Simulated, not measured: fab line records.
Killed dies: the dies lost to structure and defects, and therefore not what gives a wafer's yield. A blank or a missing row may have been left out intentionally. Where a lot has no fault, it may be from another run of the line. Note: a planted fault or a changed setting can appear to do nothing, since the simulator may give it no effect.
Which tool is to blame? | flow sky130 | 36 wafers from 12 lots sampled at 3 of the route's 708 steps

WHAT EACH GAUGE READ, for each wafer
SKY_METAL4_CD_MEAS_13: target cd 300 nm.
lot  | measured     | on       | cdNm (nm)
L075 | day 43 09:20 | cdSem-01 | 301.3 299.4 300.9
L077 | day 44 04:44 | cdSem-01 | 298.8 298.8 299.4
L079 | day 44 10:17 | cdSem-01 | 296.0 297.2 297.4
L081 | day 45 07:53 | cdSem-01 | 299.8 299.2 298.7
L083 | day 45 12:04 | cdSem-01 | 301.5 301.2 301.5
L085 | day 46 05:31 | cdSem-01 | 299.9 300.1 299.5
L087 | day 46 14:17 | cdSem-01 | 301.7 301.3 302.2
L089 | day 47 04:19 | cdSem-02 | 299.4 300.1 300.8
L091 | day 47 11:23 | cdSem-02 | 298.4 298.1 298.4
L093 | day 48 03:17 | cdSem-01 | 300.7 300.9 300.9
L095 | day 48 16:40 | cdSem-01 | 300.1 299.9 299.3
L097 | day 49 00:17 | cdSem-01 | 302.9 301.5 300.5

WHICH TOOL RAN EACH LOT (tool, then ch and the chambers of the sampled wafers, then the start)
lot  | SKY_METAL3_STRIP_19                 | SKY_VIA3_CMP_24
L075 | plasmaAsher-04 ch 0,1, day 40 03:14 | cmp-02 ch 0,3, day 41 07:13
L077 | plasmaAsher-01 ch 0,1, day 40 23:10 | cmp-02 ch 0,1, day 42 02:56
L079 | plasmaAsher-04 ch 0,1, day 41 07:12 | cmp-02 ch 1,2,3, day 42 10:32
L081 | plasmaAsher-04 ch 0,1, day 42 05:11 | cmp-02 ch 2,3, day 43 08:24
L083 | plasmaAsher-04 ch 0,1, day 42 10:18 | cmp-02 ch 2,3, day 43 12:37
L085 | plasmaAsher-03 ch 0,1, day 43 06:03 | cmp-02 ch 0,1,3, day 44 07:37
L087 | plasmaAsher-03 ch 0,1, day 43 15:06 | cmp-01 ch 1,3, day 44 17:05
L089 | plasmaAsher-04 ch 0,1, day 44 06:03 | cmp-01 ch 0,2,3, day 45 07:18
L091 | plasmaAsher-01 ch 0,1, day 44 13:51 | cmp-01 ch 0,1,2, day 45 15:14
L093 | plasmaAsher-03 ch 0,1, day 45 06:18 | cmp-02 ch 0,1,2, day 46 06:53
L095 | plasmaAsher-03 ch 0, day 46 00:02   | cmp-02 ch 0,2, day 46 22:44
L097 | plasmaAsher-03 ch 0,1, day 46 06:21 | cmp-01 ch 1,2,3, day 47 06:59
- SKY_METAL3_STRIP_19: strips in O2/N2.
- SKY_VIA3_CMP_24: polishes, stops on SiO2, t overpolish 20 s, target thk 0 nm.

THE ANSWER, worked out from the rows above alone
Rule: usual is defined by the lots themselves. The widest of any qualifying gaps counts: lots, ordered by their means at a reading, are off when they make up no more than a third of the lots, leave a main group of 4 or more, and stand apart from it by 3 or more times the standard deviation of that group's means. Not used: any main group whose means are identical at the precision the tables above print for the reading. A lot without any number at a reading at which 4 lots or more have one is off too. The other lots that the step has rows for count as sound.
No lot is off at any reading shown: from this, nothing can be told.

WHAT THE SIMULATOR HAD PUT IN
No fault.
